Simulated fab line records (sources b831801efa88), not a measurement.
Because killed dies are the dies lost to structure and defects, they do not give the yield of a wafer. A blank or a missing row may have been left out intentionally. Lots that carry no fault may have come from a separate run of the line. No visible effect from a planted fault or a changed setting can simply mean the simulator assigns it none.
A struck lot beside a sound one :: flow sfqLine :: 18 out of 325 route steps
Sound: these wafers, L132.1, L132.2, L132.4. The struck wafers were L143.1, L143.2, L143.5. The cause is named last.
For every step that has rows: the tool of each side, followed by ch and its chambers, followed by its first start. Under that, the readings that differ: sound wafers :: struck wafers :: difference of the means :: sigmas: that difference in standard deviations of wafers without a fault.
alike: a reading whose means differ by less than 2 such deviations, as well as words and numbers matching on both sides. not compared: withheld readings; readings where some wafer has no value; bounds like >300 that might hide an equal value; numbers whose values overlap and for which the record gives no deviation.
The two part at a step that has a row with sigmas, a row that says differs or no value, or rows on one side only. Numbers that don't overlap but have no deviation are shown without sigmas and don't part them. A reading missing from all wafers of one side parts the sides only when that side holds two or more wafers.

SFQ_TRILAYER_M2_BARC_OPEN_METAL_ETCH_077: etches BARC in O2, target depth 125 nm, time 41.7 s.
  sound on rieMetal-04 ch 0,1, day 31 21:52; struck on rieMetal-02 ch 0,1, day 36 06:19
  alike: drypumpMotorCurrentA, oesProductAu
  not compared: rfHoursCounterH
SFQ_TRILAYER_M2_ETCH_METAL_ETCH_060: etches Nb in Cl2/Ar, stops on SiO2, target depth 240 nm, time 120 s.
  sound on rieMetal-04 ch 0,1, day 31 21:55; struck on rieMetal-02 ch 0,1, day 36 06:22
  alike: drypumpMotorCurrentA, oesProductAu
  not compared: rfHoursCounterH
SFQ_TRILAYER_M2_STRIP_STRIP_061: strips in O2.
  sound on rieMetal-04 ch 0,1, day 31 22:03; struck on rieMetal-02 ch 0,1, day 36 06:30
  alike: drypumpMotorCurrentA, oesProductAu
  not compared: rfHoursCounterH
then, 1 step without rows for these wafers: SFQ_TRILAYER_M2_STRIP_SOLV_CLEAN_062 (cleans in NMP, time 600 s).
SFQ_TRILAYER_I2_DEP_PECVD_063: deposits SiO2 from SiH4/N2O, time 111.11 s, target thk 500 nm.
  sound on pecvd-04 ch 0,2, day 31 22:49; struck on pecvd-02 ch 1,2, day 36 07:16
reading: heaterPowerW (W)
sound: 99 108 109
struck: 74 77 75
difference: -30
sigmas: -2
  alike: throttleValvePct
then, 1 step without rows for these wafers: SFQ_TRILAYER_I2_CMP_CMP_064 (polishes SiO2).
SFQ_I2_BOW_MEAS_917:
  sound on filmMetro-01, day 32 02:41; struck on filmMetro-01, day 37 00:35
  alike: I2_BOW
then, 5 steps without rows for these wafers: SFQ_TRILAYER_I2_METRO_MEASURE_065; SFQ_TRILAYER_I2_VIA_LITHO_COAT_072 (resist thk 62 nm); SFQ_TRILAYER_I2_VIA_LITHO_COAT_067 (resist thk 650 nm); SFQ_TRILAYER_I2_VIA_LITHO_SOFTBAKE_071; SFQ_TRILAYER_I2_VIA_LITHO_EXPOSE_068 (exposes mask I2, target cd 500 nm).
-- the record jumps here: 5 days lie between the struck wafers' starts before and after --
SFQ_TRILAYER_I2_VIA_LITHO_PEB_070: peb time 60 s.
  sound on lithoTrack-02 ch 0, day 32 05:57; struck on lithoTrack-01 ch 0, day 42 08:40
reading: heaterPowerTotalW (W)
sound: 79.12 79.04 79.19
struck: 77.90 77.81 77.91
difference: -1.24
sigmas: -18

reading: plateTempC (C)
sound: 114.95 114.99 114.95
struck: 113.48 113.47 113.52
difference: -1.47
sigmas: -12
then, 1 step without rows for these wafers: SFQ_TRILAYER_I2_VIA_LITHO_DEVELOP_069 (time 60 s).
SFQ_I2_OVL_MEAS_918:
  sound on overlay-01, day 32 06:15; struck on overlay-02, day 42 08:58
  alike: I2_OVL
SFQ_TRILAYER_I2_VIA_BARC_OPEN_VIA_ETCH_096: etches BARC in O2, target depth 125 nm, time 41.7 s.
  sound on rieDiel-01 ch 1,2,3, day 32 06:17; struck on rieDiel-03 ch 0,2,3, day 42 09:01
reading: model.I2.cdNm (nm)
sound: 497.9 497 498.5
struck: 472.9 472.6 474.5
difference: -24.5
sigmas: 
  alike: drypumpMotorCurrentA, oesProductAu
  not compared: rfHoursCounterH
SFQ_TRILAYER_I2_VIA_ETCH_VIA_ETCH_070: etches SiO2 in CHF3, stops on Nb, target depth 260 nm.
  sound on rieDiel-01 ch 1,2,3, day 32 06:20; struck on rieDiel-03 ch 0,2,3, day 42 09:03
reading: model.I2.cdNm (nm)
sound: 497.6 494.1 497.1
struck: 471.7 473 468.9
difference: -25.1
sigmas: 
  alike: drypumpMotorCurrentA, oesProductAu
SFQ_TRILAYER_I2_VIA_STRIP_STRIP_071: strips in O2.
  sound on rieMetal-03 ch 0,1, day 32 06:26; struck on rieMetal-01 ch 0,1, day 42 09:10
  alike: drypumpMotorCurrentA, oesProductAu
  not compared: rfHoursCounterH

WHERE THEY PART
Earliest at SFQ_TRILAYER_I2_DEP_PECVD_063; latest, in this record, at SFQ_TRILAYER_I2_VIA_LITHO_PEB_070. Later steps at which nothing parts them and some readings are alike: SFQ_I2_OVL_MEAS_918, SFQ_TRILAYER_I2_VIA_BARC_OPEN_VIA_ETCH_096, SFQ_TRILAYER_I2_VIA_ETCH_VIA_ETCH_070, SFQ_TRILAYER_I2_VIA_STRIP_STRIP_071.

WHY: what had been put in by the simulator
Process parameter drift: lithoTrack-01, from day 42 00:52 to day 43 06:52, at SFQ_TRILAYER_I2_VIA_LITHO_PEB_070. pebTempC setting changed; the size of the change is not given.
